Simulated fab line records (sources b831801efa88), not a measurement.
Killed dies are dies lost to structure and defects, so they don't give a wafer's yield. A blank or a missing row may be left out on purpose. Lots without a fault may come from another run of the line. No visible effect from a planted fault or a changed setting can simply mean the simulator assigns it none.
A lot that was struck, set against a sound lot | flow sfqLine | 14 steps out of a route of 325
Sound: these wafers, L604.3, L604.4, L604.5. Struck: wafers L617.1, L617.5, L617.6. The cause is given at the end.
Order at every step that has rows: each side's tool, ch and its chambers, its first start. Under that, the readings that differ: sound wafers | struck wafers | difference of the means | sigmas: that difference in standard deviations of wafers without a fault.
alike: same words and numbers on both sides, and readings whose means sit less than 2 such deviations apart. not compared: any withheld reading, any reading some wafer has no value for, any bound like >300 that may hide the same value, and any number with overlapping values for which the record gives no deviation.
A row with sigmas, a row that says differs or no value, or rows on one side alone: a step with any of these is where the two part. Numbers that have no deviation but don't overlap get no sigmas and don't part them. A reading missing from all wafers of one side parts the sides only when that side holds two or more wafers.

SFQ_TRILAYER_I5_BARC_OPEN_VIA_ETCH_200: etches BARC in O2, target depth 125 nm, time 41.7 s.
  sound on rieDiel-02 ch 0,2,3, day 64 06:08; struck on rieDiel-02 ch 0,3, day 69 00:03
  alike: biasW, drypumpMotorCurrentA, oesProductAu
  not compared: rfHoursCounterH
SFQ_TRILAYER_I5_ETCH_VIA_ETCH_147: etches the open film in CHF3, stops on Nb, target depth 360 nm.
  sound on rieDiel-02 ch 0,2,3, day 64 06:10; struck on rieDiel-02 ch 0,3, day 69 00:05
  alike: biasW, drypumpMotorCurrentA, oesProductAu
SFQ_TRILAYER_I5_STRIP_STRIP_148: strips in O2.
  sound on rieMetal-01 ch 0,1, day 64 06:31; struck on rieMetal-01 ch 0,1, day 69 00:14
  alike: drypumpMotorCurrentA, oesProductAu
  not compared: rfHoursCounterH
then, 7 steps without rows for these wafers: SFQ_TRILAYER_I5_STRIP_SOLV_CLEAN_149 (cleans in NMP, time 600 s); SFQ_TRILAYER_C5_LITHO_COAT_156 (resist thk 62 nm); SFQ_TRILAYER_C5_LITHO_COAT_151 (resist thk 650 nm); SFQ_TRILAYER_C5_LITHO_SOFTBAKE_155; SFQ_TRILAYER_C5_LITHO_EXPOSE_152 (exposes mask C5, target cd 500 nm); SFQ_TRILAYER_C5_LITHO_PEB_154 (peb time 60 s); SFQ_TRILAYER_C5_LITHO_DEVELOP_153 (time 60 s).
-- the record jumps here: 5 days lie between the struck wafers' starts before and after --
SFQ_C5_OVL_MEAS_937:
  sound: overlay-01 at day 69 02:15; struck: overlay-01 at day 73 12:53
  alike: C5_OVL
SFQ_TRILAYER_C5_BARC_OPEN_VIA_ETCH_210: etches BARC in O2, target depth 125 nm, time 41.7 s.
  sound on rieDiel-04 ch 0,1,3, day 69 02:16; struck on rieDiel-04 ch 2,3, day 73 12:55
  alike: biasW, drypumpMotorCurrentA, oesProductAu
  not compared: rfHoursCounterH
SFQ_TRILAYER_C5_ETCH_VIA_ETCH_154: etches SiO2 in CHF3, stops on Nb, target depth 84 nm.
  sound on rieDiel-04 ch 0,1,3, day 69 02:19; struck on rieDiel-04 ch 2,3, day 73 12:58
reading   | sound             | struck            | difference | sigmas
biasW (W) | 80.35 79.76 80.18 | 61.32 61.49 61.31 | -18.72     | -78
  alike: drypumpMotorCurrentA, oesProductAu
SFQ_TRILAYER_C5_STRIP_STRIP_155: strips in O2.
  sound on rieMetal-01 ch 0,1, day 69 02:34; struck on rieMetal-01 ch 0,1, day 73 13:01
  alike: drypumpMotorCurrentA, oesProductAu
  not compared: rfHoursCounterH

WHERE THEY PART
Only at SFQ_TRILAYER_C5_ETCH_VIA_ETCH_154, within this record. Later steps at which nothing parts them and some readings are alike: SFQ_TRILAYER_C5_STRIP_STRIP_155.

WHY: what had been put in by the simulator
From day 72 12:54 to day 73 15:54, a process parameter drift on rieDiel-04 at SFQ_TRILAYER_C5_ETCH_VIA_ETCH_154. From 80, the setting biasW moved by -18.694. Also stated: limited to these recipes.
